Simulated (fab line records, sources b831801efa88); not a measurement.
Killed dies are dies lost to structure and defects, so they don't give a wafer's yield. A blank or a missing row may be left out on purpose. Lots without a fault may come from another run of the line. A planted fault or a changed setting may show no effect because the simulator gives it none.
A struck lot beside a sound one | flow sky130 | 16 steps out of a route of 708
Sound: wafers L472.1, L472.2, L472.5. Struck: wafers L462.2, L462.3, L462.6. The cause comes at the end.
At each step with rows: each side's tool, then ch and its chambers, then its first start. Under that, the readings that differ: sound wafers | struck wafers | difference of the means | sigmas: that difference in standard deviations of wafers without a fault.
alike: readings whose means differ by less than 2 such deviations, and words and numbers that are the same on both sides. not compared: withheld readings, readings that some wafer has no value for, bounds like >300 that may hide the same value, and numbers for which the record gives no deviation and whose values overlap.
The two part at a step that has a row with sigmas, a row that says differs or no value, or rows on one side only. Numbers that don't overlap but have no deviation are shown without sigmas and don't part them. A reading that every wafer of one side lacks parts them only if that side has two wafers or more.

SKY_LI_CONTACT_BOW_MEAS_03:
  sound on film_metro-02, day 32 21:57; struck on film_metro-01, day 29 18:07
  reading             | sound    | struck   | difference | sigmas
  LI_CONTACT_BOW (um) | 63 62 73 | 44 43 42 | -23        | -3
then, 8 steps without rows for these wafers: SKY_LI_CONTACT_DEHYDRATE_04 (time 60 s); SKY_LI_CONTACT_HMDS_05 (prime time 60 s); SKY_LI_CONTACT_COAT_06 (resist thk 60 nm); SKY_LI_CONTACT_COAT_07 (resist thk 450 nm); SKY_LI_CONTACT_SOFTBAKE_08 (time 90 s); SKY_LI_CONTACT_EXPOSE_09 (exposes mask LICM1, target cd 170 nm); SKY_LI_CONTACT_PEB_10; SKY_LI_CONTACT_DEVELOP_11 (develop time 60 s).
SKY_LI_CONTACT_CD_MEAS_12: target cd 170 nm.
  sound on cd_sem-02, day 34 01:07; struck on cd_sem-01, day 30 22:16
  alike: cd_nm
SKY_LI_CONTACT_OVL_MEAS_13:
  sound on overlay-02, day 34 01:14; struck on overlay-01, day 30 22:23
  alike: LI_CONTACT_OVL
SKY_LI_CONTACT_ETCH_14: etches BARC in N2/H2, stops on SiO2, time 45.9 s, target depth 60 nm.
  sound on rie_diel-02 ch 0,3, day 34 01:16; struck on rie_diel-01 ch 0,1, day 30 22:25
  reading               | sound             | struck            | difference | sigmas
  oes_product_au (a.u.) | 0.860 0.855 0.857 | 0.840 0.857 0.845 | -0.010     | -2
  alike: bias_w, drypump_motor_current_A, h2_flow_sccm, throttle_valve_pct
  not compared: rf_hours_counter_h
SKY_LI_CONTACT_ETCH_15: etches PSG in C4F8/O2/Ar, stops on Si, target depth 600 nm.
  sound on rie_diel-02 ch 0,3, day 34 01:19; struck on rie_diel-01 ch 0,1, day 30 22:27
  reading                                           | sound             | struck            | difference | sigmas
  bias_w (W)                                        | 1205 1201 1198    | 982 982 982       | -219       | -59
  model.KrF-thick_of_LI_CONTACT_COAT_07.thk_nm (nm) | 229.5 230.9 230.6 | 241.9 243.8 242.2 | +12.3      |
  alike: oes_product_au
SKY_LI_CONTACT_STRIP_16: strips in O2/N2.
  sound on plasma_asher-02 ch 0,1, day 34 01:24; struck on plasma_asher-04 ch 0,1, day 30 22:32
  reading                      | sound          | struck         | difference | sigmas
  strip_time_to_endpoint_s (s) | 3.48 3.49 3.49 | 3.59 3.61 3.59 | +0.11      | +3
  alike: drypump_motor_current_A, oes_product_au
  not compared: rf_hours_counter_h
then, 1 step without rows for these wafers: SKY_LI_CONTACT_CLEAN_17 (cleans in NMP, time 600 s).
-- the record jumps here: 16 days lie between the struck wafers' starts before and after (it left off in module LI_CONTACT and takes up again in module PAD_OPEN, whose first step shown is number 708 of the route) --
SKY_PAD_OPEN_PROBE_99:
  sound on prober-01, day 49 10:31; struck on prober-01, day 47 04:22
  reading                        | sound             | struck            | difference | sigmas
  model.etest.licon_pdiff.rc_ohm | 563.3 600.5 561.6 | 603.5 631.7 632.1 | +47.3      |
  model.etest.licon_ndiff.rc_ohm | 179.7 182.3 176   | 194.2 195.2 201.5 | +17.6      |
  alike: killed_at_M0_to_M3, killed_at_M4_up, killed_at_contacts, killed_at_front_end, killed_at_other, killed_dies, killed_open, killed_short

WHERE THEY PART
First at SKY_LI_CONTACT_BOW_MEAS_03; last, within this record, at SKY_LI_CONTACT_STRIP_16. Later steps at which nothing parts them and some readings are alike: SKY_PAD_OPEN_PROBE_99.

WHY: what the simulator had put in
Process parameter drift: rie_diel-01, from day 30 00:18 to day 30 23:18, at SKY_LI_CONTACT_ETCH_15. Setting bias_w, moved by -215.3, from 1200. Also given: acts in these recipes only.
